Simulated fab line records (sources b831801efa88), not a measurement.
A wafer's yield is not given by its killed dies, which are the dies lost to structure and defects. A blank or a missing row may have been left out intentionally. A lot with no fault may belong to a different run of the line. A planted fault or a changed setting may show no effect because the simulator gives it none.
8D (eight disciplines) problem report, filled in by code ; flow gf180mcu ; the parts of the form that need people (team, actions taken, sign-off) are left out

== 1. PROBLEM STATEMENT ==
LVPWELL_TW at GF_LVPWELL_TW_MEAS_11 reads a mean of 544 on 2 wafers of 1 lot; wafers without a fault read 559 with a standard deviation of 3.4. That puts it -4.4 standard deviations away from the usual mean.
Seen first at day 7 06:50 on film_metro-04, wafer L476.1. The record holds 36 wafers of 12 lots with a number at this step. Rule for "out" (also "out of limits"): further than 4 standard deviations from the usual mean. The rest of the wafers with a number are treated as sound.

== 2. WHAT IT IS, WHAT IT ISN'T ==
question;is;is not
which readings at this step;LVPWELL_TW;-
which lots;L476;L462, L464, L465, L466, L467, L468, L469, L478, L479, L482, L485
which wafers of those lots;L476.1, L476.4;L476.6
read on which gauges;film_metro-04;film_metro-01, film_metro-02
when;from day 7 06:50;"up to then (22 sound wafers); but 12 sound wafers of L478, L479, L482, L485 came after"

== 3. WHAT RULES OUT EACH SUSPECT ==
Counting: if a tool at a process step up to the reading ran every lot that is out, it stays a suspect. Sound lots after the first of them don't rule it out here, since some wafers of a struck lot are sound.
- the gauge at GF_LVPWELL_TW_MEAS_11: kept. All the wafers that are out were read on film_metro-04, and no step on other tools shows them out.
- implanter-02 at GF_LVPWELL_IMPLANT_08: kept. It processed L476, the lot that is out, at day 7 06:26, and its most recent sound lot before then was L469 at day 5 10:38.
The count leaves film_metro-04 at GF_LVPWELL_TW_MEAS_11 and implanter-02 at GF_LVPWELL_IMPLANT_08.

== 4. THE CAUSE (what the simulator had put in) ==
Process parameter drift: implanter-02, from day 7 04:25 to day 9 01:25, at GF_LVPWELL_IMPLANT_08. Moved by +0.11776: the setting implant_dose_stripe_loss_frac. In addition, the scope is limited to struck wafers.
This tool is one of the 2 suspects left after counting.

== 5. THE EFFECT CHAIN, in route order ==
One row per reading whose mean, taken over the struck wafers that have a number, lies over 3 standard deviations from the usual. Only readings whose record carries a usual standard deviation are examined. hours: median over the lots of the time between each lot's start at the first step of this table that gives one and its start at this step. sigmas: the change, counted in usual standard deviations.
hours;step;reading;usual;on struck wafers;change;sigmas
0;GF_LVPWELL_TW_MEAS_11;LVPWELL_TW;559;544;-15;-4.4
102;GF_VT_IMPLANT_RS_MEAS_48;LVPWELL_RS;1196 ohm/sq;1246;+50;+16
At these later measuring or inspecting steps, every struck wafer for which the step has a row has a number for every such reading, and none has moved that far: GF_MVPSD_TW_MEAS_11.

== 6. WHAT WOULD HAVE CAUGHT IT SOONER ==
Counted from the fault's start at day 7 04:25, it took 2 hours until the first out-of-limits reading at a measuring or inspecting step in this record, taken at day 7 06:50.
An alarm limit of 4 standard deviations would not have fired on the tool readings at GF_LVPWELL_IMPLANT_08 for which the record gives a usual standard deviation, since none of them was out on any struck wafer.
Each of the lots that are out, 1 in all, had begun GF_LVPWELL_IMPLANT_08 on implanter-02 no later than day 7 06:50. Holding the tool at that point would not have protected any of them.
